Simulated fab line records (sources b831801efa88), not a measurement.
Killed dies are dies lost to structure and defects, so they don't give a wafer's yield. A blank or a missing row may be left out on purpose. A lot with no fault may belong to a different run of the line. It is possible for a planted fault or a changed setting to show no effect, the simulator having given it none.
Which tool did it? :: flow sky130 :: 15 lots, 45 wafers sampled, at 3 steps of a route of 708

== WHAT THE GAUGES SHOWED, per wafer ==
SKY_VIA3_OVL_MEAS_13.
lot: L843
measured: day 41 03:16
on: overlay-02
VIA3_OVL (nm): 8 2 6

lot: L844
measured: day 41 05:40
on: overlay-01
VIA3_OVL (nm): -5 -1 -3

lot: L846
measured: day 41 16:32
on: overlay-02
VIA3_OVL (nm): -18 -9 -3

lot: L847
measured: day 42 00:17
on: overlay-01
VIA3_OVL (nm): -3 -5 -6

lot: L848
measured: day 42 08:31
on: overlay-02
VIA3_OVL (nm): 5 0 -1

lot: L849
measured: day 42 17:52
on: overlay-01
VIA3_OVL (nm): -4 -5 1

lot: L851
measured: day 43 00:47
on: overlay-02
VIA3_OVL (nm): -5 -5 -5

lot: L852
measured: day 43 10:11
on: overlay-01
VIA3_OVL (nm): -4 -7 -4

lot: L853
measured: day 43 15:28
on: overlay-02
VIA3_OVL (nm): -5 -14 -4

lot: L858
measured: day 45 00:20
on: overlay-01
VIA3_OVL (nm): -6 -4 -5

lot: L859
measured: day 45 01:28
on: overlay-02
VIA3_OVL (nm): 4 3 -5

lot: L860
measured: day 45 04:33
on: overlay-02
VIA3_OVL (nm): 2 -8 2

lot: L862
measured: day 45 20:32
on: overlay-01
VIA3_OVL (nm): 6 4 -2

lot: L863
measured: day 45 22:12
on: overlay-02
VIA3_OVL (nm): -1 -5 -10

lot: L866
measured: day 46 12:31
on: overlay-01
VIA3_OVL (nm): -10 -11 -8

== WHAT TOOL EACH LOT RAN ON (gives the tool, then ch and the chambers of the sampled wafers, and finally the start) ==
lot: L843
SKY_VIA2_CMP_02: cmp-02 ch 0,1,3, day 36 15:51
SKY_METAL3_STRIP_19: plasma-asher-03 ch 0,1, day 40 00:32

lot: L844
SKY_VIA2_CMP_02: cmp-02 ch 1,2,3, day 36 18:37
SKY_METAL3_STRIP_19: plasma-asher-02 ch 0,1, day 40 03:10

lot: L846
SKY_VIA2_CMP_02: cmp-02 ch 1,2,3, day 37 06:14
SKY_METAL3_STRIP_19: plasma-asher-02 ch 0,1, day 40 15:04

lot: L847
SKY_VIA2_CMP_02: cmp-02 ch 1,2, day 37 14:40
SKY_METAL3_STRIP_19: plasma-asher-04 ch 0,1, day 40 22:55

lot: L848
SKY_VIA2_CMP_02: cmp-01 ch 0,1, day 38 00:31
SKY_METAL3_STRIP_19: plasma-asher-04 ch 0,1, day 41 08:07

lot: L849
SKY_VIA2_CMP_02: cmp-01 ch 0,1, day 38 10:41
SKY_METAL3_STRIP_19: plasma-asher-02 ch 0,1, day 41 18:03

lot: L851
SKY_VIA2_CMP_02: cmp-02 ch 0,1,2, day 38 20:42
SKY_METAL3_STRIP_19: plasma-asher-03 ch 0,1, day 42 02:14

lot: L852
SKY_VIA2_CMP_02: cmp-01 ch 0,1, day 39 08:05
SKY_METAL3_STRIP_19: plasma-asher-02 ch 0,1, day 42 11:59

lot: L853
SKY_VIA2_CMP_02: cmp-02 ch 1,2,3, day 39 13:37
SKY_METAL3_STRIP_19: plasma-asher-02 ch 0,1, day 42 17:13

lot: L858
SKY_VIA2_CMP_02: cmp-01 ch 1,2, day 41 04:04
SKY_METAL3_STRIP_19: plasma-asher-03 ch 0,1, day 44 00:31

lot: L859
SKY_VIA2_CMP_02: cmp-01 ch 0,3, day 41 04:48
SKY_METAL3_STRIP_19: plasma-asher-04 ch 0,1, day 44 01:40

lot: L860
SKY_VIA2_CMP_02: cmp-01 ch 2,3, day 41 09:41
SKY_METAL3_STRIP_19: plasma-asher-03 ch 1, day 44 05:04

lot: L862
SKY_VIA2_CMP_02: cmp-02 ch 0,1, day 42 01:01
SKY_METAL3_STRIP_19: plasma-asher-02 ch 0,1, day 44 20:16

lot: L863
SKY_VIA2_CMP_02: cmp-02 ch 0,1,2, day 42 03:02
SKY_METAL3_STRIP_19: plasma-asher-04 ch 0, day 44 21:58

lot: L866
SKY_VIA2_CMP_02: cmp-02 ch 0,2,3, day 42 20:32
SKY_METAL3_STRIP_19: plasma-asher-04 ch 0,1, day 45 13:37
- SKY_VIA2_CMP_02: polishes SiO2.
- SKY_METAL3_STRIP_19: strips in O2/N2.

== AS READ BY THE TOOLS THEMSELVES (means over the sampled wafers that have a number; for cases with no such wafer, the mark the record gives instead) ==
SKY_VIA2_CMP_02.
lot: L843
tool: cmp-02
head-pressure-psi (psi): 4.004
motor-current-A (A): 11.2
retaining-ring-pressure-frac: 0.999
slurry-flow-ml-min: 149.9

lot: L844
tool: cmp-02
head-pressure-psi (psi): 3.994
motor-current-A (A): 11.3
retaining-ring-pressure-frac: 0.996
slurry-flow-ml-min: 149.9

lot: L846
tool: cmp-02
head-pressure-psi (psi): 3.995
motor-current-A (A): 11.1
retaining-ring-pressure-frac: 1.000
slurry-flow-ml-min: 150.1

lot: L847
tool: cmp-02
head-pressure-psi (psi): 4.000
motor-current-A (A): 11.2
retaining-ring-pressure-frac: 1.004
slurry-flow-ml-min: 149.8

lot: L848
tool: cmp-01
head-pressure-psi (psi): 4.003
motor-current-A (A): 12.0
retaining-ring-pressure-frac: 1.004
slurry-flow-ml-min: 150.3

lot: L849
tool: cmp-01
head-pressure-psi (psi): 4.001
motor-current-A (A): 11.7
retaining-ring-pressure-frac: 1.000
slurry-flow-ml-min: 150.1

lot: L851
tool: cmp-02
head-pressure-psi (psi): 4.000
motor-current-A (A): 11.1
retaining-ring-pressure-frac: 1.002
slurry-flow-ml-min: 150.3

lot: L852
tool: cmp-01
head-pressure-psi (psi): 4.000
motor-current-A (A): 12.5
retaining-ring-pressure-frac: 1.000
slurry-flow-ml-min: 150.1

lot: L853
tool: cmp-02
head-pressure-psi (psi): 3.999
motor-current-A (A): 11.1
retaining-ring-pressure-frac: 0.997
slurry-flow-ml-min: 149.7

lot: L858
tool: cmp-01
head-pressure-psi (psi): 4.003
motor-current-A (A): 11.6
retaining-ring-pressure-frac: 1.000
slurry-flow-ml-min: 150.1

lot: L859
tool: cmp-01
head-pressure-psi (psi): 4.003
motor-current-A (A): 11.9
retaining-ring-pressure-frac: 1.001
slurry-flow-ml-min: 150.1

lot: L860
tool: cmp-01
head-pressure-psi (psi): 3.996
motor-current-A (A): 12.6
retaining-ring-pressure-frac: 0.996
slurry-flow-ml-min: 149.5

lot: L862
tool: cmp-02
head-pressure-psi (psi): 3.988
motor-current-A (A): 10.7
retaining-ring-pressure-frac: 0.997
slurry-flow-ml-min: 150.8

lot: L863
tool: cmp-02
head-pressure-psi (psi): 3.998
motor-current-A (A): 11.0
retaining-ring-pressure-frac: 1.000
slurry-flow-ml-min: 150.2

lot: L866
tool: cmp-02
head-pressure-psi (psi): 3.997
motor-current-A (A): 11.2
retaining-ring-pressure-frac: 0.999
slurry-flow-ml-min: 150.5

SKY_METAL3_STRIP_19.
lot: L843
tool: plasma-asher-03
chamber-pressure-mTorr (mTorr): 1499.7
drypump-motor-current-A (A): 6.5
o2-flow-sccm (sccm): 2998
oes-product-au (a.u.): 0.501
strip-time-to-endpoint-s (s): 6.54

lot: L844
tool: plasma-asher-02
chamber-pressure-mTorr (mTorr): 1501.4
drypump-motor-current-A (A): 5.6
o2-flow-sccm (sccm): 2993
oes-product-au (a.u.): 0.501
strip-time-to-endpoint-s (s): 6.51

lot: L846
tool: plasma-asher-02
chamber-pressure-mTorr (mTorr): 1499.9
drypump-motor-current-A (A): 5.6
o2-flow-sccm (sccm): 2993
oes-product-au (a.u.): 0.502
strip-time-to-endpoint-s (s): 6.49

lot: L847
tool: plasma-asher-04
chamber-pressure-mTorr (mTorr): 1500.5
drypump-motor-current-A (A): 6.4
o2-flow-sccm (sccm): 3008
oes-product-au (a.u.): 0.498
strip-time-to-endpoint-s (s): 6.49

lot: L848
tool: plasma-asher-04
chamber-pressure-mTorr (mTorr): 1499.9
drypump-motor-current-A (A): 6.4
o2-flow-sccm (sccm): 2998
oes-product-au (a.u.): 0.497
strip-time-to-endpoint-s (s): 6.58

lot: L849
tool: plasma-asher-02
chamber-pressure-mTorr (mTorr): 1500.0
drypump-motor-current-A (A): 5.6
o2-flow-sccm (sccm): 3004
oes-product-au (a.u.): 0.504
strip-time-to-endpoint-s (s): 6.52

lot: L851
tool: plasma-asher-03
chamber-pressure-mTorr (mTorr): 1499.1
drypump-motor-current-A (A): 6.2
o2-flow-sccm (sccm): 3003
oes-product-au (a.u.): 0.508
strip-time-to-endpoint-s (s): 6.61

lot: L852
tool: plasma-asher-02
chamber-pressure-mTorr (mTorr): 1499.4
drypump-motor-current-A (A): 5.6
o2-flow-sccm (sccm): 2998
oes-product-au (a.u.): 0.503
strip-time-to-endpoint-s (s): 6.53

lot: L853
tool: plasma-asher-02
chamber-pressure-mTorr (mTorr): 1500.6
drypump-motor-current-A (A): 5.8
o2-flow-sccm (sccm): 3008
oes-product-au (a.u.): 0.500
strip-time-to-endpoint-s (s): 6.51

lot: L858
tool: plasma-asher-03
chamber-pressure-mTorr (mTorr): 1499.2
drypump-motor-current-A (A): 6.5
o2-flow-sccm (sccm): 2994
oes-product-au (a.u.): 0.507
strip-time-to-endpoint-s (s): 6.56

lot: L859
tool: plasma-asher-04
chamber-pressure-mTorr (mTorr): 1499.8
drypump-motor-current-A (A): 6.4
o2-flow-sccm (sccm): 3004
oes-product-au (a.u.): 0.502
strip-time-to-endpoint-s (s): 6.53

lot: L860
tool: plasma-asher-03
chamber-pressure-mTorr (mTorr): 1500.3
drypump-motor-current-A (A): 6.8
o2-flow-sccm (sccm): 2998
oes-product-au (a.u.): 0.505
strip-time-to-endpoint-s (s): 6.58

lot: L862
tool: plasma-asher-02
chamber-pressure-mTorr (mTorr): 1501.3
drypump-motor-current-A (A): 5.8
o2-flow-sccm (sccm): 3002
oes-product-au (a.u.): 0.503
strip-time-to-endpoint-s (s): 6.56

lot: L863
tool: plasma-asher-04
chamber-pressure-mTorr (mTorr): 1500.9
drypump-motor-current-A (A): 6.5
o2-flow-sccm (sccm): 2999
oes-product-au (a.u.): 0.503
strip-time-to-endpoint-s (s): 6.54

lot: L866
tool: plasma-asher-04
chamber-pressure-mTorr (mTorr): 1499.6
drypump-motor-current-A (A): 6.4
o2-flow-sccm (sccm): 3005
oes-product-au (a.u.): 0.503
strip-time-to-endpoint-s (s): 6.60

== THE ANSWER, worked out from the rows above alone ==
Rule: usual is defined by the lots themselves. Put in order of their means at a reading, lots are off if they are a third of the lots or fewer, leave a main group of 4 or more, and stand apart from it by a gap of 3 or more times the standard deviation of the main group's means; of several such gaps the widest counts. Not used: any main group whose means are identical at the precision the tables above print for the reading. Also off: a lot with no number at a reading for which 4 or more lots have one. All remaining lots with rows at the step are treated as sound. Order of review: gauges by route order, followed by the tools' own readings, for which a lot's mean as printed above is used. At the first step where some lot is off, the reading lying furthest off is the one used; lots without a number count as furthest.
None of the lots is off at any reading shown; this tells nothing.

== WHAT HAD BEEN PUT IN BY THE SIMULATOR ==
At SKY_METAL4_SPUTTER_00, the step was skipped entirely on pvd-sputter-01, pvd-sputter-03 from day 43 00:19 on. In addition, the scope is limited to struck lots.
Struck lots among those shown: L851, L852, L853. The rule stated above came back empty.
